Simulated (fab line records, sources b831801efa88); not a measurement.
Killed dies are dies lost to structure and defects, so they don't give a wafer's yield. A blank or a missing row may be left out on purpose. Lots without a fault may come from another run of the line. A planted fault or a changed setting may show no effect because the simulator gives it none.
fab line records | flow sky130
record lots=6 wafers=18 last_day=50
route steps=708 shown VIA2@519 METAL3@532 CAPM@537 PAD_OPEN@708
lots that met no fault: from a run of the same line without faults
start_h: hours from the record's first day to the start of the lot's first wafer shown | wait_h: hours since the lot's step before | " the same as in the row above | L1.1+2: a row that stands for several wafers | - no value, or no start given | * or withheld: withheld | < > ~ a bound
route shown NAME@n: a module of which the file shows steps, and the number in the route of the first | usual: mean/standard deviation of fault-free wafers | same: alike in all rows | chamber/n: place in a boat | sites: the reading at each site | _std_site: their standard deviation | _edge_site: outer sites' mean less inner sites' | radius_mm: how far each site lies from the wafer's centre | mask NAME#n: copy n | behind: the tool/chamber that last shaped the wafer | hold: why the lot was held/for how many hours/how that ended | device: the transistor (n, p or np) that didn't switch | end of line: the same wafers' tests at the end of the route | a step without rows: its recipe alone | killed: dies lost to structure and defects at the first sort, not the wafer's yield | map: a wafer's dies, x killed, . not, _ none there
set.NAME: the setting as run; set.NAME@STEP: as run at that earlier step | model.NAME: the simulator's own value behind a step, which no gauge read
lots at some steps of the route; a table a step, a row a wafer
services: from which hour (start_h, from the record's first day; less than 0 if before it) a tool's chamber was out of use, for how many hours, and why
## steps
# step SKY_VIA2_CD_MEAS_12
# recipe target_cd_nm=200
# usual cd_nm=200.3/1.3
# columns lot.wafer tool chamber start_h wait_h cd_nm
L113.1 cd_sem-02 - 849.40 - 199.8
L113.2 " - " " 200.0
L113.3 " - " " 199.2
L114.3 cd_sem-01 - 856.99 - 199.5
L114.5 " - " " 197.9
L114.6 " - " " 200.0
L126.1 cd_sem-01 - 985.19 - 198.1
L126.4 " - " " 199.0
L126.5 " - " " 198.3
L128.2 cd_sem-01 - 986.51 - 200.6
L128.4 " - " " 201.7
L128.6 " - " " 200.5
L129.4 cd_sem-02 - 992.20 - 202.6
L129.5 " - " " 200.8
L129.6 " - " " 200.2
L131.1 cd_sem-02 - 997.41 - 199.1
L131.3 " - " " 199.8
L131.5 " - " " 200.7
# step SKY_VIA2_OVL_MEAS_13
# usual VIA2_OVL=-1/4.7
# columns lot.wafer tool chamber start_h wait_h VIA2_OVL[nm]
L113.1 overlay-01 - 849.52 0.1 0
L113.2 " - " " -4
L113.3 " - " " 6
L114.3 overlay-02 - 857.09 0.1 -3
L114.5 " - " " -4
L114.6 " - " " -1
L126.1 overlay-01 - 985.31 0.1 -4
L126.4 " - " " 2
L126.5 " - " " -1
L128.2 overlay-02 - 986.61 0.1 -5
L128.4 " - " " 0
L128.6 " - " " -7
L129.4 overlay-01 - 992.27 0.1 -7
L129.5 " - " " -7
L129.6 " - " " 0
L131.1 overlay-01 - 997.53 0.1 -10
L131.3 " - " " -2
L131.5 " - " " 0
# step SKY_VIA2_ETCH_14
# recipe chemistry=N2/H2 target=BARC ion_energy_ev=200 source_w=500 bias_w=100 pressure_mtorr=30 n2_flow_sccm=100 h2_flow_sccm=200 stop_on=SiO2 time_s=45.9 target_depth_a=600
# step SKY_VIA2_ETCH_15
# recipe target=SiO2 chemistry=C4F8/O2/Ar target_depth_nm=546 stop_on=TiN mask_material=KrF-thick source_w=1500 bias_w=1200 pressure_mtorr=40 c4f8_flow_sccm=withheld O2_flow_sccm=6 Ar_flow_sccm=300 time_s=84
# step SKY_VIA2_STRIP_16
# recipe chemistry=O2/N2 power_w=1400 pressure_mtorr=1500 platen_temp_c=withheld o2_flow_sccm=3000 n2_flow_sccm=300 overash_fraction=0.5
# usual drypump_motor_current_A=6.06/0.26 oes_product_au=0.399/0.0045 strip_time_to_endpoint_s=4.050/0.019
# columns lot.wafer tool chamber start_h wait_h drypump_motor_current_A oes_product_au rf_hours_counter_h strip_time_to_endpoint_s
L113.1 plasma_asher-01 1 849.66 0.0 6.43 0.391 75 4.060
L113.2 " 0 " " 6.27 0.403 75 4.033
L113.3 " 0 " " 6.25 0.398 - 4.056
L114.3 plasma_asher-02 0 857.25 0.1 5.88 0.397 - 4.063
L114.5 " 0 " " 5.88 0.400 - 4.082
L114.6 " 1 " " 6.16 0.395 - 4.056
L126.1 plasma_asher-02 0 985.45 0.0 5.80 0.392 113 4.052
L126.4 " 0 " " 5.83 0.405 - 4.072
L126.5 " 1 " " 6.17 0.410 - 4.051
L128.2 plasma_asher-03 1 986.75 0.0 6.35 0.396 58 4.026
L128.4 " 1 " " 6.30 0.396 - 4.033
L128.6 " 1 " " 6.32 0.394 - 4.025
L129.4 plasma_asher-03 0 992.43 0.1 5.69 0.405 - 4.073
L129.5 " 1 " " 6.38 0.398 - 4.052
L129.6 " 0 " " 5.64 0.402 - 4.081
L131.1 plasma_asher-02 1 997.67 0.0 6.15 0.390 115 4.017
L131.3 " 0 " " 5.84 0.392 - 4.034
L131.5 " 1 " " 6.18 0.400 - 4.038
# step SKY_VIA2_STRIP_17
# recipe chemistry=post_etch_residue_remover time_s=1200 temp_c=72.5
# step SKY_VIA2_CLEAN_18
# recipe chemistry=IPA time_s=180 temp_c=25
# step SKY_VIA2_CLEAN_19
# recipe chemistry=O3/DIW dry=n2_spin
# step SKY_VIA2_SPUTTER_20
# recipe material=TiN target_thk_nm=20 chamber_pressure_pa=5 power_w=4000 time_s=80
# step SKY_VIA2_CVD_21
# recipe material=W target_thk_nm=420 time_s=126.4 temp_c=400 pressure_torr=40
# step SKY_VIA2_RS_MEAS_22
# recipe thk_meas_gauge=four-point-probe reads=W_of_VIA2_CVD_21+TiN_of_VIA2_SPUTTER_20
# usual VIA2_W_RS=0.271/0.004
# columns lot.wafer tool chamber start_h wait_h VIA2_W_RS[ohm/sq]
L113.1 film_metro-02 - 850.45 0.1 0.272
L113.2 " - " " 0.271
L113.3 " - " " 0.274
L114.3 film_metro-02 - 858.08 0.1 0.268
L114.5 " - " " 0.274
L114.6 " - " " 0.273
L126.1 film_metro-02 - 986.23 0.1 0.268
L126.4 " - " " 0.264
L126.5 " - " " 0.269
L128.2 film_metro-03 - 987.55 0.1 0.270
L128.4 " - " " 0.273
L128.6 " - " " 0.272
L129.4 film_metro-04 - 993.28 0.1 0.267
L129.5 " - " " 0.273
L129.6 " - " " 0.267
L131.1 film_metro-04 - 998.49 0.1 0.271
L131.3 " - " " 0.269
L131.5 " - " " 0.272
# step SKY_VIA2_THK_MEAS_23
# recipe thk_meas_gauge=xrf reads=W_of_VIA2_CVD_21
# usual VIA2_W_THK=425/8.5
# columns lot.wafer tool chamber start_h wait_h VIA2_W_THK[nm]
L113.1 film_metro-02 - 850.57 0.1 417
L113.2 " - " " 418
L113.3 " - " " 416
L114.3 film_metro-02 - 858.18 0.1 422
L114.5 " - " " 414
L114.6 " - " " 416
L126.1 film_metro-02 - 986.35 0.1 421
L126.4 " - " " 429
L126.5 " - " " 423
L128.2 film_metro-03 - 987.66 0.1 430
L128.4 " - " " 430
L128.6 " - " " 434
L129.4 film_metro-04 - 993.37 0.1 430
L129.5 " - " " 419
L129.6 " - " " 429
L131.1 film_metro-04 - 998.61 0.1 422
L131.3 " - " " 422
L131.5 " - " " 420
# step SKY_VIA2_CMP_24
# recipe stop_on=SiO2 t_overpolish_s=20 down_force_psi=3.5 platen_rpm=60 target_thk_nm=0 pad_velocity_m_s=0.94248
# usual motor_current_A=11.9/1 overpolish_run_s=19.998/0.0096 time_to_endpoint_s=100/4.8
# columns lot.wafer tool chamber start_h wait_h motor_current_A overpolish_run_s time_to_endpoint_s model.SiO2_of_VIA2_HDPCVD_00.thk_nm
L113.2 cmp-01 0 850.63 0.0 13.3 19.994 94 489.4
L113.1 " 1 " " 12.2 20.004 98 491.4
L113.3 " 3 " " 10.6 20.001 99 490.8
L114.3 cmp-02 0 858.37 0.2 13.0 19.997 100 488.9
L114.6 " 1 " " 11.5 19.999 105 489.8
L114.5 " 2 " " 10.3 20.000 104 492
L126.1 cmp-01 2 986.46 0.1 12.0 19.993 55 485.8
L126.4 " 3 " " 10.2 20.007 57 486.8
L126.5 " 1 " " 13.5 20.010 54 487.9
L128.4 cmp-01 3 987.71 0.0 10.9 20.001 55 487.9
L128.2 " 0 " " 12.4 19.974 51 487.2
L128.6 " 3 " " 10.4 20.003 56 488.1
L129.4 cmp-02 3 993.55 0.2 10.8 20.018 100 491.9
L129.6 " 0 " " 13.1 19.981 99 488.6
L129.5 " 1 " " 11.6 19.999 106 491.5
L131.3 cmp-02 0 998.77 0.1 12.7 20.001 105 489.3
L131.1 " 1 " " 11.7 20.007 108 489.8
L131.5 " 2 " " 10.5 20.002 107 489.7
# step SKY_METAL3_SPUTTER_00
# recipe material=Ti target_thk_nm=15 power_w=3000 time_s=10 chamber_pressure_pa=0.4
# step SKY_METAL3_SPUTTER_01
# recipe material=TiN target_thk_nm=20 power_w=6500 time_s=16.7 chamber_pressure_pa=0.4
# step SKY_METAL3_SPUTTER_02
# recipe material=AlCu target_thk_nm=735 power_w=10600 time_s=39.1 chamber_pressure_pa=0.4
# usual throttle_valve_pct=29.6/1.1
# same time_s=39.1
# columns lot.wafer tool chamber start_h wait_h throttle_valve_pct
L113.1 pvd_sputter-02 - 850.98 0.0 29.1
L113.2 " - " " 29.1
L113.3 " - " " 30.4
L114.3 pvd_sputter-01 - 858.57 0.0 27.4
L114.5 " - " " 30.4
L114.6 " - " " 27.5
L126.1 pvd_sputter-02 - 986.76 0.0 29.1
L126.4 " - " " 29.3
L126.5 " - " " 28.9
L128.2 pvd_sputter-01 - 988.06 0.0 30.3
L128.4 " - " " 27.4
L128.6 " - " " 28.0
L129.4 pvd_sputter-02 - 993.75 0.0 30.8
L129.5 " - " " 30.2
L129.6 " - " " 31.0
L131.1 pvd_sputter-01 - 999.02 0.0 28.4
L131.3 " - " " 29.9
L131.5 " - " " 28.1
# step SKY_METAL3_SPUTTER_03
# recipe material=Ti target_thk_nm=5 power_w=3000 time_s=3.3 chamber_pressure_pa=0.4
# step SKY_METAL3_SPUTTER_04
# recipe material=TiN target_thk_nm=70 power_w=6500 time_s=58.3 chamber_pressure_pa=0.4
# step SKY_CAPM_CVD_00
# recipe material=SiO2 target_thk_nm=15.5 temp_c=400 time_s=withheld rf_w=450
# usual heater_power_w=678/58 rf_fwd_power_W=440.9/2
# columns lot.wafer tool chamber start_h wait_h heater_power_w rf_fwd_power_W
L113.1 pecvd-03 2 851.08 0.0 745 441.1
L113.2 " 0 " " 560 440.1
L113.3 " 1 " " 636 440.2
L114.3 pecvd-03 2 858.67 0.0 650 443.2
L114.5 " 0 " " 645 443.1
L114.6 " 2 " " 640 441.4
L126.1 pecvd-03 0 986.86 0.0 651 442.5
L126.4 " 1 " " 766 442.4
L126.5 " 2 " " 699 442.4
L128.2 pecvd-02 2 988.16 0.0 556 442.8
L128.4 " 0 " " 749 443.6
L128.6 " 1 " " 636 439.9
L129.4 pecvd-02 2 993.87 0.0 581 444.5
L129.5 " 1 " " 665 440.6
L129.6 " 0 " " 642 440.6
L131.1 pecvd-01 1 999.12 0.0 733 439.8
L131.3 " 2 " " 628 440.2
L131.5 " 2 " " 611 439.5
# step SKY_CAPM_THK_MEAS_01
# recipe reads=SiO2_of_CAPM_CVD_00
# usual CAPM_CVD_00_THK=15.61/0.21
# columns lot.wafer tool chamber start_h wait_h CAPM_CVD_00_THK[nm]
L113.1 film_metro-02 - 851.11 - 15.30
L113.2 " - " " 15.38
L113.3 " - " " 15.39
L114.3 film_metro-02 - 858.71 - 15.49
L114.5 " - " " 15.34
L114.6 " - " " 15.75
L126.1 film_metro-02 - 986.89 - 15.84
L126.4 " - " " 16.06
L126.5 " - " " 15.86
L128.2 film_metro-02 - 988.20 - 15.38
L128.4 " - " " 15.46
L128.6 " - " " 15.51
L129.4 film_metro-04 - 993.91 - 15.91
L129.5 " - " " 15.86
L129.6 " - " " 16.02
L131.1 film_metro-01 - 999.15 - 15.27
L131.3 " - " " 15.48
L131.5 " - " " 15.79
# step SKY_CAPM_SPUTTER_02
# recipe material=TiN target_thk_nm=200 temp_c=300 power_w=6500 time_s=166.7 chamber_pressure_pa=0.4
# usual throttle_valve_pct=29.8/0.88
# same time_s=166.7
# columns lot.wafer tool chamber start_h wait_h throttle_valve_pct
L113.1 pvd_sputter-03 - 851.17 0.1 28.6
L113.2 " - " " 30.0
L113.3 " - " " 30.9
L114.3 pvd_sputter-03 - 858.75 0.0 28.5
L114.5 " - " " 29.3
L114.6 " - " " 31.0
L126.1 pvd_sputter-03 - 986.95 0.1 29.4
L126.4 " - " " 28.4
L126.5 " - " " 29.4
L128.2 pvd_sputter-03 - 988.25 0.0 29.2
L128.4 " - " " 30.7
L128.6 " - " " 29.5
L129.4 pvd_sputter-03 - 993.94 0.0 29.8
L129.5 " - " " 31.3
L129.6 " - " " 29.5
L131.1 pvd_sputter-04 - 999.21 0.1 30.1
L131.3 " - " " 31.2
L131.5 " - " " 30.2
# step SKY_CAPM_RS_MEAS_03
# recipe thk_meas_gauge=four-point-probe reads=TiN_of_CAPM_SPUTTER_02
# usual CAPM_TIN_RS=6.95/0.074
# columns lot.wafer tool chamber start_h wait_h CAPM_TIN_RS[ohm/sq]
L113.1 film_metro-02 - 851.28 0.1 7.07
L113.2 " - " " 7.04
L113.3 " - " " 6.94
L114.3 film_metro-02 - 858.90 0.1 6.99
L114.5 " - " " 7.00
L114.6 " - " " 7.00
L126.1 film_metro-02 - 987.05 0.1 6.90
L126.4 " - " " 6.90
L126.5 " - " " 6.89
L128.2 film_metro-04 - 988.37 0.1 6.94
L128.4 " - " " 6.88
L128.6 " - " " 6.96
L129.4 film_metro-04 - 994.11 0.1 6.81
L129.5 " - " " 6.84
L129.6 " - " " 6.99
L131.1 film_metro-02 - 999.31 0.1 7.19
L131.3 " - " " 7.04
L131.5 " - " " 7.13
# step SKY_CAPM_THK_MEAS_04
# recipe thk_meas_gauge=xrf reads=TiN_of_CAPM_SPUTTER_02
# usual CAPM_TIN_THK=199.5/2.4
# columns lot.wafer tool chamber start_h wait_h CAPM_TIN_THK[nm]
L113.1 film_metro-02 - 851.40 0.1 195.0
L113.2 " - " " 195.8
L113.3 " - " " 199.2
L114.3 film_metro-02 - 859.00 0.1 197.6
L114.5 " - " " 197.3
L114.6 " - " " 196.7
L126.1 film_metro-02 - 987.17 0.1 201.1
L126.4 " - " " 200.7
L126.5 " - " " 201.4
L128.2 film_metro-04 - 988.48 0.1 198.9
L128.4 " - " " 200.8
L128.6 " - " " 199.1
L129.4 film_metro-04 - 994.20 0.1 203.7
L129.5 " - " " 202.0
L129.6 " - " " 197.9
L131.1 film_metro-02 - 999.43 0.1 192.2
L131.3 " - " " 196.8
L131.5 " - " " 195.0
# step SKY_CAPM_DEHYDRATE_05
# recipe temp_c=200 time_s=60
# step SKY_CAPM_HMDS_06
# recipe prime_time_s=60 prime_temp_c=120
# step SKY_CAPM_COAT_07
# recipe resist=NOVOLAK spin_rpm=3000 resist_thk_nm=1140
# step SKY_CAPM_SOFTBAKE_08
# recipe temp_c=90 time_s=60 resist=NOVOLAK
# step SKY_CAPM_EXPOSE_09
# recipe mask_id=CAPM na=0.6 source_shape=conventional sigma_outer=0.6 polarization=unpolarized target_cd_nm=1000 dose_mj=159
# step SKY_CAPM_PEB_10
# recipe temp_c=withheld time_s=* resist=NOVOLAK
# step SKY_CAPM_DEVELOP_11
# recipe resist=NOVOLAK developer=TMAH develop_time_s=60 dev_temp_c=23
# step SKY_CAPM_OVL_MEAS_12
# usual CAPM_OVL=1.6/1.7
# columns lot.wafer tool chamber start_h wait_h CAPM_OVL[nm]
L113.1 overlay-02 - 876.35 0.1 0.3
L113.2 " - " " 2.6
L113.3 " - " " 0.8
L114.3 overlay-02 - 883.85 0.1 3.3
L114.5 " - " " 1.9
L114.6 " - " " 2.7
L126.1 overlay-02 - 1009.44 0.1 -0.4
L126.4 " - " " 0.1
L126.5 " - " " 0.5
L128.2 overlay-01 - 1011.11 0.1 1.5
L128.4 " - " " 2.3
L128.6 " - " " 2.1
L129.4 overlay-02 - 1016.26 0.1 1.5
L129.5 " - " " 0.3
L129.6 " - " " 2.4
L131.1 overlay-02 - 1021.79 0.1 1.1
L131.3 " - " " -0.4
L131.5 " - " " 0.0
# step SKY_CAPM_METAL_ETCH_13
# recipe target_depth_nm=220 stop_on=SiO2 chemistry=Cl2/BCl3 target=TiN pressure_mtorr=10 icp_w=900 bias_w=48.5 Cl2_flow_sccm=60 bcl3_flow_sccm=30 time_s=62.9
# step SKY_CAPM_STRIP_14
# recipe chemistry=O2/N2 power_w=1400 pressure_mtorr=1500 platen_temp_c=withheld o2_flow_sccm=3000 n2_flow_sccm=300 overash_fraction=0.5
# usual drypump_motor_current_A=6.1/0.5 oes_product_au=0.710/0.0044 strip_time_to_endpoint_s=12.69/0.042
# columns lot.wafer tool chamber start_h wait_h drypump_motor_current_A oes_product_au rf_hours_counter_h strip_time_to_endpoint_s
L113.1 plasma_asher-04 1 876.46 0.1 6.7 0.708 14 12.75
L113.2 " 0 " " 5.2 0.702 14 12.73
L113.3 " 1 " " 6.7 0.707 - 12.74
L114.3 plasma_asher-03 0 883.98 0.1 5.7 0.708 - 12.68
L114.5 " 1 " " 6.3 0.713 - 12.71
L114.6 " 0 " " 5.6 0.707 - 12.65
L126.1 plasma_asher-01 1 1009.55 0.1 6.4 0.712 89 12.68
L126.4 " 0 " " 6.3 0.717 - 12.68
L126.5 " 1 " " 6.4 0.714 - 12.68
L128.2 plasma_asher-04 1 1011.21 0.1 6.8 0.708 27 12.68
L128.4 " 1 " " 6.8 0.715 - 12.68
L128.6 " 1 " " 6.8 0.712 - 12.62
L129.4 plasma_asher-01 1 1016.39 0.1 6.4 0.712 - 12.68
L129.5 " 1 " " 6.4 0.712 - 12.66
L129.6 " 0 " " 6.3 0.713 - 12.62
L131.1 plasma_asher-03 0 1021.90 0.1 5.7 0.706 62 12.71
L131.3 " 1 " " 6.3 0.704 - 12.71
L131.5 " 1 " " 6.3 0.701 - 12.70
# step SKY_CAPM_STRIP_15
# recipe chemistry=post_etch_residue_remover time_s=1200 temp_c=72.5
# step SKY_CAPM_CLEAN_16
# recipe chemistry=IPA time_s=180 temp_c=25
# step SKY_CAPM_CLEAN_17
# recipe chemistry=O3/DIW dry=n2_spin
# step SKY_METAL3_DEHYDRATE_05
# recipe temp_c=200 time_s=60
# step SKY_METAL3_HMDS_06
# recipe prime_time_s=60 prime_temp_c=120
# step SKY_METAL3_COAT_07
# recipe resist=BARC temp_c=withheld time_s=withheld spin_rpm=3000 resist_thk_nm=60
# step SKY_METAL3_COAT_08
# recipe resist=KrF-thick spin_rpm=3000 resist_thk_nm=1140
# step SKY_METAL3_SOFTBAKE_09
# recipe temp_c=100 time_s=90 resist=KrF-thick
# step SKY_METAL3_EXPOSE_10
# recipe mask_id=MM3 na=0.68 source_shape=annular sigma_inner=0.4 sigma_outer=0.8 target_cd_nm=300 dose_mj=28
# step SKY_METAL3_METAL_ETCH_18
# recipe target_depth_a=8450 stop_on=SiO2 over_etch_frac=0.3 time_s=183.1 chemistry=Cl2/BCl3 resist_sidewall_deg=88 pressure_mtorr=10 icp_w=900 bias_w=48.5 Cl2_flow_sccm=60 bcl3_flow_sccm=30
# usual drypump_motor_current_A=5.95/0.26 oes_product_au=0.867/0.0063 rf_fwd_power_W=897.6/2.8 throttle_valve_pct=22.264/0.0099
# same over_etch_frac=0.3 time_s=183.1
# columns lot.wafer tool chamber start_h wait_h drypump_motor_current_A oes_product_au rf_fwd_power_W rf_hours_counter_h throttle_valve_pct model.SiO2_of_VIA2_HDPCVD_00.thk_nm
L113.1 rie_metal-03 0 903.39 0.0 5.73 0.871 891.8 18 22.263 466.3
L113.2 " 1 " " 6.18 0.865 896.5 5 22.241 464.6
L113.3 " 1 " " 6.17 0.867 896.9 - 22.258 466.1
L114.3 rie_metal-04 1 911.09 0.1 6.34 0.856 900.5 - 22.255 464.2
L114.5 " 0 " " 6.07 0.867 900.9 - 22.275 466.9
L114.6 " 1 " " 6.32 0.860 900.0 - 22.272 465.1
L126.1 rie_metal-02 1 1033.00 0.0 5.54 0.885 893.2 14 22.251 460.9
L126.4 " 1 " " 5.54 0.873 893.0 - 22.269 461.8
L126.5 " 1 " " 5.55 0.867 895.0 - 22.252 462.8
L128.2 rie_metal-02 1 1034.85 0.0 5.53 0.862 898.5 14 22.272 462.5
L128.4 " 0 " " 5.90 0.861 899.6 - 22.242 463.1
L128.6 " 1 " " 5.55 0.867 897.3 - 22.276 463.2
L129.4 rie_metal-04 1 1038.90 0.1 6.33 0.860 899.4 - 22.263 467.2
L129.5 " 0 " " 6.07 0.858 895.0 - 22.257 466.6
L129.6 " 1 " " 6.32 0.861 894.7 - 22.270 464.1
L131.1 rie_metal-03 0 1045.65 0.0 5.72 0.873 897.1 2 22.249 464.6
L131.3 " 1 " " 6.15 0.871 895.7 - 22.265 464.6
L131.5 " 0 " " 5.71 0.870 901.3 - 22.256 464.6
# step SKY_PAD_OPEN_PROBE_99
# usual defect_limited_yield=82.6/2 killed_at_M0_to_M3=43/7.3 killed_at_M4_up=3.4/1.7 killed_at_contacts=24/4.5 killed_at_front_end=16/4.4 killed_at_other=0.2/0.51 killed_dies=86/9.7 killed_open=46/6.6 killed_short=39/7.1 sort_bin_3_pad_short=0.9/0.45 sort_bin_5_function=10.4/1.4 sort_bin_6_memory=6.2/1.2 sort_n_pass=406/9.7 sort_yield_pct=82.6/2
# same gross_dies=492 killed_at_back_side=0 sort_bin_4_leakage[%]=0 sort_bin_8_speed[%]=0
# columns lot.wafer tool chamber start_h wait_h defect_limited_yield[%] killed_at_M0_to_M3 killed_at_M4_up killed_at_contacts killed_at_front_end killed_at_other killed_dies killed_open killed_short sort_bin_3_pad_short[%] sort_bin_5_function[%] sort_bin_6_memory[%] sort_n_pass sort_yield_pct[%]
L126.1 prober-01 - 1181.96 0.1 87.0 33 3 15 13 0 64 35 29 0.8 7.1 5.1 428 87.0
L126.4 prober-01 - 1182.11 0.2 82.9 39 5 23 17 0 84 61 22 0.4 10.8 5.9 408 82.9
L126.5 prober-01 - 1182.16 0.2 84.6 44 3 23 6 0 76 41 35 0.6 9.1 5.7 416 84.6
# killed by level:class
L126.1 VIA1:geometric_particle:open=11 CONTACT:geometric_particle:open=6 METAL1:geometric_particle:short=5 POLY_GATE:geometric_particle:open=4 METAL2:geometric_particle:short=4 FIELD_ISO:geometric_particle:open=3 LOCAL_INTERCONNECT:geometric_particle:open=3 POLY_GATE:geometric_particle:short=3
L126.4 VIA1:geometric_particle:open=11 LI_CONTACT:geometric_particle:open=10 CONTACT:geometric_particle:open=9 VIA2:geometric_particle:open=8 VIA3:geometric_particle:open=7 METAL4:geometric_particle:open=5 SPACER:geometric_particle:open=4 VIA2:geometric_particle:short=4
L126.5 VIA1:geometric_particle:open=9 VIA2:geometric_particle:open=9 CONTACT:geometric_particle:open=8 VIA1:geometric_particle:short=6 LI_CONTACT:geometric_particle:open=5 LOCAL_INTERCONNECT:geometric_particle:short=5 METAL2:geometric_particle:short=4 VIA2:geometric_particle:short=4
## services
# columns tool chamber start_h hours kind
pvd_sputter-02 - 834.71 1.1 repair
plasma_asher-03 - 840.66 1.6 repair
plasma_asher-01 - 861.32 14.2 pm
cmp-01 - 871.74 0.4 repair
cmp-01 - 886.63 3.1 repair
pvd_sputter-02 - 887.64 3.4 repair
pvd_sputter-01 - 890.77 4.1 repair
cmp-02 - 897.36 14.7 repair
plasma_asher-02 - 897.75 12.4 repair
plasma_asher-01 - 902.30 0.4 repair
pvd_sputter-02 - 904.31 11.8 repair
cmp-02 - 912.03 4.0 pm
plasma_asher-01 - 912.72 3.7 repair
cmp-01 - 916.25 5.6 pm
pvd_sputter-01 - 925.11 1.4 repair
cmp-01 - 933.27 1.8 repair
cmp-02 - 945.48 2.2 repair
cmp-02 - 949.42 2.6 repair
plasma_asher-02 - 964.76 2.7 repair
cmp-02 - 995.02 1.7 repair
pvd_sputter-03 - 995.72 0.8 repair
pvd_sputter-03 - 998.51 4.1 repair
plasma_asher-03 - 1010.90 2.8 pm
pvd_sputter-03 - 1030.25 5.6 repair
## key
first_sign step=SKY_VIA2_CMP_24 reading=time_to_endpoint_s direction=down sigmas=9.6 usual=* struck=*
effect none on later readings
model_effect step=SKY_VIA2_CMP_24 value=SiO2_of_VIA2_HDPCVD_00.thk_nm without=490.8 struck=487.3
model_effect step=SKY_METAL3_METAL_ETCH_18 value=SiO2_of_VIA2_HDPCVD_00.thk_nm without=465.9 struck=462.4
met_at SKY_VIA2_CMP_24
struck_wafers L126.1,L126.4,L126.5,L128.2,L128.4,L128.6
onset_between 850.63 986.46
fault kind=process_parameter_drift tool=cmp-01 chamber=- onset_h=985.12 steps=SKY_VIA2_CMP_24 channel=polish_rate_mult offset=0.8 shape=step end_h=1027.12
